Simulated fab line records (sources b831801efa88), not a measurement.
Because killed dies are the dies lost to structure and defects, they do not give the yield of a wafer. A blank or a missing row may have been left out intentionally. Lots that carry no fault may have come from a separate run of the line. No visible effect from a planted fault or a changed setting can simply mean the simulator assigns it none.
Which tool was responsible? | flow sky130 | 72 wafers from 24 lots sampled at 5 of the route's 708 steps

## WHAT THE GAUGES SHOWED, per wafer
SKY_VIA2_BOW_MEAS_03. Usual: VIA2_BOW typically reads 84 um, with standard deviation 7.
lot  | measured     | on            | VIA2_BOW (um) | flag
L074 | day 35 09:28 | film-metro-03 | 72 69 76      |
L075 | day 35 15:47 | film-metro-04 | 88 88 90      |
L076 | day 35 22:38 | film-metro-01 | 92 87 84      |
L077 | day 36 03:34 | film-metro-04 | 86 70 87      |
L078 | day 36 14:10 | film-metro-01 | 86 94 85      |
L079 | day 36 20:38 | film-metro-03 | 87 83 80      |
L080 | day 37 04:13 | film-metro-03 | 80 79 71      |
L081 | day 37 15:57 | film-metro-03 | 83 75 83      |
L082 | day 37 23:55 | film-metro-03 | 84 81 78      |
L083 | day 38 12:14 | film-metro-03 | 95 82 89      |
L084 | day 38 12:49 | film-metro-04 | 90 91 88      |
L085 | day 38 19:35 | film-metro-03 | 86 81 75      |
L086 | day 38 23:28 | film-metro-03 | 88 93 88      |
L087 | day 39 04:42 | film-metro-04 | 84 74 68      |
L088 | day 39 22:33 | film-metro-04 | 91 92 86      |
L089 | day 40 08:43 | film-metro-03 | 83 80 75      |
L090 | day 40 09:34 | film-metro-01 | 85 82 73      |
L091 | day 40 15:10 | film-metro-03 | 79 87 63      |
L092 | day 40 21:07 | film-metro-01 | 92 77 80      |
L093 | day 41 01:49 | film-metro-01 | 90 75 87      |
L094 | day 41 11:11 | film-metro-04 | 90 87 91      |
L095 | day 41 12:26 | film-metro-01 | 86 91 85      |
L096 | day 41 20:23 | film-metro-04 | 89 94 78      |
L097 | day 41 21:40 | film-metro-03 | 81 94 89      |

SKY_VIA3_OVL_MEAS_13. Usual: VIA3_OVL typically reads 1 nm, with standard deviation 5.5.
lot  | measured     | on         | VIA3_OVL (nm) | flag
L074 | day 39 19:42 | overlay-02 | 3 5 -4        |
L075 | day 40 00:44 | overlay-01 | -2 -4 -6      |
L076 | day 40 08:59 | overlay-01 | 8 4 7         |
L077 | day 40 12:42 | overlay-01 | 15 10 18      |
L078 | day 40 23:40 | overlay-01 | -3 0 4        |
L079 | day 41 04:26 | overlay-01 | 6 0 5         |
L080 | day 41 12:04 | overlay-01 | 1 1 1         |
L081 | day 41 20:46 | overlay-02 | 1 -3 -7       |
L082 | day 42 05:25 | overlay-01 | 0 -2 -7       |
L083 | day 42 17:50 | overlay-01 | -7 -4 4       |
L084 | day 42 19:55 | overlay-01 | 0 0 11        |
L085 | day 42 23:55 | overlay-01 | -7 0 -3       |
L086 | day 43 03:29 | overlay-02 | -3 4 -3       |
L087 | day 43 08:55 | overlay-02 | -3 -3 -2      |
L088 | day 43 23:37 | overlay-01 | 8 7 8         |
L089 | day 44 09:13 | overlay-02 | -5 3 -4       |
L090 | day 44 11:11 | overlay-01 | -1 -7 1       |
L091 | day 44 14:43 | overlay-01 | -3 -7 -2      |
L092 | day 44 21:36 | overlay-02 | -6 1 -3       |
L093 | day 45 02:17 | overlay-01 | 0 4 6         |
L094 | day 45 10:11 | overlay-01 | -1 -3 -5      |
L095 | day 45 11:01 | overlay-02 | 6 9 1         |
L096 | day 45 17:23 | overlay-01 | 4 5 9         |
L097 | day 45 18:23 | overlay-01 | -2 0 -6       |

## EACH LOT AND THE TOOL THAT RAN IT (in order: tool; ch and the chambers of the sampled wafers; start)
lot  | SKY_CONTACT_STRIP_19                 | SKY_VIA2_CMP_02               | SKY_METAL3_SPUTTER_04
L074 | plasma-asher-04 ch 0,1, day 31 18:42 | cmp-02 ch 0,1,3, day 35 09:19 | pvd-sputter-03, day 36 12:44
L075 | plasma-asher-01 ch 0,1, day 32 01:20 | cmp-02 ch 0,2,3, day 35 15:27 | pvd-sputter-02, day 36 19:34
L076 | plasma-asher-04 ch 0,1, day 32 08:32 | cmp-01 ch 1,2, day 35 22:19   | pvd-sputter-04, day 37 02:17
L077 | plasma-asher-02 ch 0,1, day 32 13:26 | cmp-01 ch 1,2,3, day 36 03:16 | pvd-sputter-04, day 37 07:47
L078 | plasma-asher-04 ch 0,1, day 33 01:14 | cmp-02 ch 0,1,2, day 36 13:52 | pvd-sputter-04, day 37 18:08
L079 | plasma-asher-04 ch 0,1, day 33 07:02 | cmp-01 ch 0,1,3, day 36 20:26 | pvd-sputter-02, day 37 23:59
L080 | plasma-asher-02 ch 0,1, day 33 15:21 | cmp-02 ch 0,2,3, day 37 03:58 | pvd-sputter-02, day 38 07:21
L081 | plasma-asher-01 ch 0,1, day 34 02:57 | cmp-02 ch 0,1, day 37 15:38   | pvd-sputter-02, day 38 18:24
L082 | plasma-asher-04 ch 0,1, day 34 11:33 | cmp-01 ch 0,2,3, day 37 23:37 | pvd-sputter-02, day 39 02:55
L083 | plasma-asher-02 ch 0,1, day 34 23:09 | cmp-01 ch 1,3, day 38 11:56   | pvd-sputter-04, day 39 15:14
L084 | plasma-asher-04 ch 0,1, day 35 00:07 | cmp-02 ch 0,1, day 38 12:28   | pvd-sputter-02, day 39 15:23
L085 | plasma-asher-04 ch 0,1, day 35 08:14 | cmp-01 ch 0,1,2, day 38 19:17 | pvd-sputter-02, day 39 22:14
L086 | plasma-asher-01 ch 0,1, day 35 12:00 | cmp-02 ch 0,2,3, day 38 23:14 | pvd-sputter-04, day 40 01:39
L087 | plasma-asher-02 ch 0,1, day 35 17:27 | cmp-02 ch 0,1,3, day 39 04:24 | pvd-sputter-02, day 40 06:56
L088 | plasma-asher-01 ch 0,1, day 36 11:00 | cmp-01 ch 1,2,3, day 39 22:15 | pvd-sputter-04, day 41 00:43
L089 | plasma-asher-01 ch 0,1, day 36 22:14 | cmp-02 ch 0,1,2, day 40 08:28 | pvd-sputter-04, day 41 10:59
L090 | plasma-asher-02 ch 0,1, day 36 22:56 | cmp-02 ch 0,3, day 40 09:13   | pvd-sputter-04, day 41 11:49
L091 | plasma-asher-04 ch 0,1, day 37 06:47 | cmp-02 ch 1,2, day 40 14:52   | pvd-sputter-03, day 41 16:52
L092 | plasma-asher-04 ch 0,1, day 37 13:43 | cmp-02 ch 1,2,3, day 40 20:52 | pvd-sputter-04, day 41 22:47
L093 | plasma-asher-02 ch 0,1, day 37 16:50 | cmp-01 ch 0,2,3, day 41 01:31 | pvd-sputter-03, day 42 02:50
L094 | plasma-asher-04 ch 0,1, day 38 03:08 | cmp-02 ch 0,2,3, day 41 10:59 | pvd-sputter-03, day 42 11:50
L095 | plasma-asher-01 ch 0,1, day 38 04:18 | cmp-02 ch 1,2, day 41 12:08   | pvd-sputter-04, day 42 13:35
L096 | plasma-asher-04 ch 1, day 38 11:30   | cmp-02 ch 0,1,2, day 41 20:04 | pvd-sputter-04, day 42 21:14
L097 | plasma-asher-02 ch 0,1, day 38 13:44 | cmp-01 ch 1,2, day 41 21:19   | pvd-sputter-03, day 42 21:47
- SKY_CONTACT_STRIP_19: strips in O2/N2.
- SKY_VIA2_CMP_02: polishes SiO2.
- SKY_METAL3_SPUTTER_04: material TiN, target thk 70 nm, time 58.3 s.

## AS READ BY THE TOOLS THEMSELVES (means over the sampled wafers that have a number; for cases with no such wafer, the mark the record gives instead)
SKY_CONTACT_STRIP_19. Usual: drypump-motor-current-A 5.7 A, standard deviation 0.51; oes-product-au 0.381 a.u., standard deviation 0.0053; strip-time-to-endpoint-s 3.620 s, standard deviation 0.027.
lot  | tool            | drypump-motor-current-A (A) | oes-product-au (a.u.) | strip-time-to-endpoint-s (s) | flag
L074 | plasma-asher-04 | 5.2                         | 0.378                 | 3.604                        |
L075 | plasma-asher-01 | 6.0                         | 0.387                 | 3.642                        |
L076 | plasma-asher-04 | 5.1                         | 0.379                 | 3.616                        |
L077 | plasma-asher-02 | 6.2                         | 0.374                 | 3.580                        |
L078 | plasma-asher-04 | 5.1                         | 0.381                 | 3.633                        |
L079 | plasma-asher-04 | 5.1                         | 0.381                 | 3.610                        |
L080 | plasma-asher-02 | 6.3                         | 0.377                 | 3.606                        |
L081 | plasma-asher-01 | 5.8                         | 0.382                 | 3.611                        |
L082 | plasma-asher-04 | 5.1                         | 0.379                 | 3.643                        |
L083 | plasma-asher-02 | 6.2                         | 0.389                 | 3.628                        |
L084 | plasma-asher-04 | 5.3                         | 0.385                 | 3.637                        |
L085 | plasma-asher-04 | 5.1                         | 0.379                 | 3.630                        |
L086 | plasma-asher-01 | 5.7                         | 0.379                 | 3.599                        |
L087 | plasma-asher-02 | 6.2                         | 0.386                 | 3.632                        |
L088 | plasma-asher-01 | 5.7                         | 0.376                 | 3.609                        |
L089 | plasma-asher-01 | 5.7                         | 0.375                 | 3.627                        |
L090 | plasma-asher-02 | 6.3                         | 0.383                 | 3.624                        |
L091 | plasma-asher-04 | 5.3                         | 0.385                 | 3.628                        |
L092 | plasma-asher-04 | 5.3                         | 0.382                 | 3.607                        |
L093 | plasma-asher-02 | 6.2                         | 0.385                 | 3.627                        |
L094 | plasma-asher-04 | 5.3                         | 0.380                 | 3.647                        |
L095 | plasma-asher-01 | 5.7                         | 0.380                 | 3.618                        |
L096 | plasma-asher-04 | 5.4                         | 0.377                 | 3.594                        |
L097 | plasma-asher-02 | 6.2                         | 0.380                 | 3.597                        |

SKY_VIA2_CMP_02. Usual: motor-current-A reads 12.0 A (standard deviation 1.4).
lot  | tool   | motor-current-A (A) | flag
L074 | cmp-02 | 13.4                |
L075 | cmp-02 | 12.0                |
L076 | cmp-01 | 11.7                |
L077 | cmp-01 | 11.0                |
L078 | cmp-02 | 11.7                |
L079 | cmp-01 | 12.0                |
L080 | cmp-02 | 12.1                |
L081 | cmp-02 | 11.8                |
L082 | cmp-01 | 11.3                |
L083 | cmp-01 | 11.4                |
L084 | cmp-02 | 11.6                |
L085 | cmp-01 | 11.6                |
L086 | cmp-02 | 12.2                |
L087 | cmp-02 | 12.7                |
L088 | cmp-01 | 11.3                |
L089 | cmp-02 | 11.7                |
L090 | cmp-02 | 13.3                |
L091 | cmp-02 | 12.3                |
L092 | cmp-02 | 12.5                |
L093 | cmp-01 | 10.9                |
L094 | cmp-02 | 12.5                |
L095 | cmp-02 | 12.6                |
L096 | cmp-02 | 11.6                |
L097 | cmp-01 | 11.8                |

SKY_METAL3_SPUTTER_04. Usual: throttle-valve-pct reads 30.6 % (standard deviation 1).
lot  | tool           | throttle-valve-pct (%) | flag
L074 | pvd-sputter-03 | 32.0                   |
L075 | pvd-sputter-02 | 30.6                   |
L076 | pvd-sputter-04 | 30.3                   |
L077 | pvd-sputter-04 | 30.2                   |
L078 | pvd-sputter-04 | 30.1                   |
L079 | pvd-sputter-02 | 30.3                   |
L080 | pvd-sputter-02 | 31.2                   |
L081 | pvd-sputter-02 | 30.3                   |
L082 | pvd-sputter-02 | 30.7                   |
L083 | pvd-sputter-04 | 30.7                   |
L084 | pvd-sputter-02 | 31.4                   |
L085 | pvd-sputter-02 | 30.8                   |
L086 | pvd-sputter-04 | 30.1                   |
L087 | pvd-sputter-02 | 31.0                   |
L088 | pvd-sputter-04 | 30.3                   |
L089 | pvd-sputter-04 | 29.8                   |
L090 | pvd-sputter-04 | 30.9                   |
L091 | pvd-sputter-03 | 30.5                   |
L092 | pvd-sputter-04 | 30.6                   |
L093 | pvd-sputter-03 | 30.1                   |
L094 | pvd-sputter-03 | 31.7                   |
L095 | pvd-sputter-04 | 30.1                   |
L096 | pvd-sputter-04 | 30.2                   |
L097 | pvd-sputter-03 | 31.3                   |

## THE ANSWER, worked out from the rows above alone
Rule: take the mean of a lot's wafers that have a number; if it is more than 3 standard deviations from the usual mean, the lot is off. A lot without any number at a reading at which 4 lots or more have one is off too. Any other lot the step has rows for is counted as sound. After the gauges, taken in route order, come the tools' own readings; for these a lot's mean is taken, as printed above. The first step at which some lot is off is used, and at that step the reading that is off furthest; a lot without a number counts as furthest.
Across all readings shown, no lot is off: no conclusion can be drawn from this.

## WHAT THE SIMULATOR PUT IN
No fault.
